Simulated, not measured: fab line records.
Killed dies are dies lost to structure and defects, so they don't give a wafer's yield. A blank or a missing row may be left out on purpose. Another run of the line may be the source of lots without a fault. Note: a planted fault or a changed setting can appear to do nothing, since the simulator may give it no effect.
Split-lot experiment -- flow sky130 -- route with 708 steps; 5 lots, 23 wafers read

THE SPLIT ITSELF
At SKY_VT_ADJUST_PCH_COAT_02 (resist thk 3000 nm), the setting resistThkNm was moved away from the recipe's 3000 nm on 6 of the 23 wafers read, by -3.7% to +3.9%. The other wafers ran this setting at the recipe's value.

The reading is taken at the split's own step.

THE READING
coat_of_VT_ADJUST_PCH_COAT_02.thkNm (the simulator's own value, which no gauge read), in nm, at SKY_VT_ADJUST_PCH_COAT_02 (resist thk 3000 nm). The file gives no usual value for it. Average 2998 nm, standard deviation 14 nm, over the 17 wafers here run with the recipe.

wafer,"tool, chamber at the split","resistThkNm as run, nm",against the recipe,"coat_of_VT_ADJUST_PCH_COAT_02.thkNm, nm",against lot-mates on the recipe
L075.1,"lithoTrack-01, 0",3000,recipe,3017,-
L075.2,"lithoTrack-01, 0",3000,recipe,3012,-
L075.4,"lithoTrack-01, 0",2896,-3.5%,2915,-101
L075.5,"lithoTrack-01, 0",2896,-3.5%,2907,-109
L075.6,"lithoTrack-01, 0",3000,recipe,3018,-
L076.2,"lithoTrack-01, 0",3000,recipe,2993,-
L076.5,"lithoTrack-01, 0",3000,recipe,2986,-
L076.6,"lithoTrack-01, 0",3000,recipe,2996,-
L081.1,"lithoTrack-03, 0",3000,recipe,2976,-
L081.5,"lithoTrack-03, 0",3000,recipe,2976,-
L081.2,"lithoTrack-03, 0",2888,-3.7%,2860,-113
L081.3,"lithoTrack-03, 0",2888,-3.7%,2865,-108
L081.4,"lithoTrack-03, 0",3000,recipe,2968,-
L083.1,"lithoTrack-01, 0",3000,recipe,3015,-
L083.2,"lithoTrack-01, 0",3000,recipe,3007,-
L083.3,"lithoTrack-01, 0",3000,recipe,3004,-
L083.4,"lithoTrack-01, 0",3000,recipe,3003,-
L083.6,"lithoTrack-01, 0",3000,recipe,2999,-
L085.1,"lithoTrack-02, 0",3118,+3.9%,3103,+106
L085.3,"lithoTrack-02, 0",3000,recipe,2998,-
L085.4,"lithoTrack-02, 0",3000,recipe,2988,-
L085.5,"lithoTrack-02, 0",3000,recipe,3004,-
L085.6,"lithoTrack-02, 0",3118,+3.9%,3117,+120

FIT RESULTS
A straight line over all 23 wafers: coat_of_VT_ADJUST_PCH_COAT_02.thkNm changes by +30 nm for each +1% of resistThkNm; r = +0.96; the points scatter about the line by 16 nm.
The same after taking each lot's own level away (the mean of its wafers on the recipe; 23 wafers): +29.5 nm for each +1%; r = +1.00; scatter 5.1 nm.
On that fit, the largest move of resistThkNm shifts the reading by 1.2e+02 nm.
From 2973.3 to 3015.7 nm: that is the span of the lots' own levels, equal to 2.9 times the standard deviation above.
Consequently the slope shifts little with the lot-to-lot level, the two slopes agreeing.
Check: with one of the wafers moved furthest among these (+3.9%) left out of the fit, the line predicts +119 nm for it against its lot-mates. Against them it came out at +106 nm.

THESE WAFERS: OTHER SPLITS
Before the reading, these wafers also passed through other splits. Each is held against what the fit with the lots' levels taken away leaves over:
other split on the same wafers,wafers away from the commonest value,r with coat_of_VT_ADJUST_PCH_COAT_02.thkNm (lot level and that fit taken away)
SKY_FIELD_ISO_CVD_03 tempC,15,+0.05
SKY_FIELD_ISO_OXIDATION_22 tempC,15,-0.03
SKY_PWDE_IMPLANT_08 energyKev,8,+0.17
SKY_NWELL_IMPLANT_13 energyKev,5,+0.02
SKY_NWELL_IMPLANT_24 doseCm2,5,-0.15
SKY_VT_ADJUST_HVTP_DEVELOP_06 devTempC,9,-0.09
SKY_VT_ADJUST_LVTN_IMPLANT_08 doseCm2,9,+0.45
SKY_VT_ADJUST_NCORE_COAT_02 spinRpm,8,+0.04
SKY_VT_ADJUST_NCORE_STRIP_10 o2FlowSccm,9,+0.13

THE WHOLE CHAIN: every reading that the file lists as answering this split, in the file's order
step,what it does,reading,change (the file's fit),r (the file's)
SKY_VT_ADJUST_PCH_COAT_02,resist thk 3000 nm,"coat_of_VT_ADJUST_PCH_COAT_02.thkNm (the simulator's own value, which no gauge read)",+29.5 nm for each +1% of the setting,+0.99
SKY_VT_ADJUST_PCH_STRIP_09,strips in O2/N2,stripTimeToEndpointS,withheld for each +1% of the setting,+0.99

THE FILE'S OWN FIT
coat_of_VT_ADJUST_PCH_COAT_02.thkNm changes by +29.5 nm for each +1% of resistThkNm, r = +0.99.
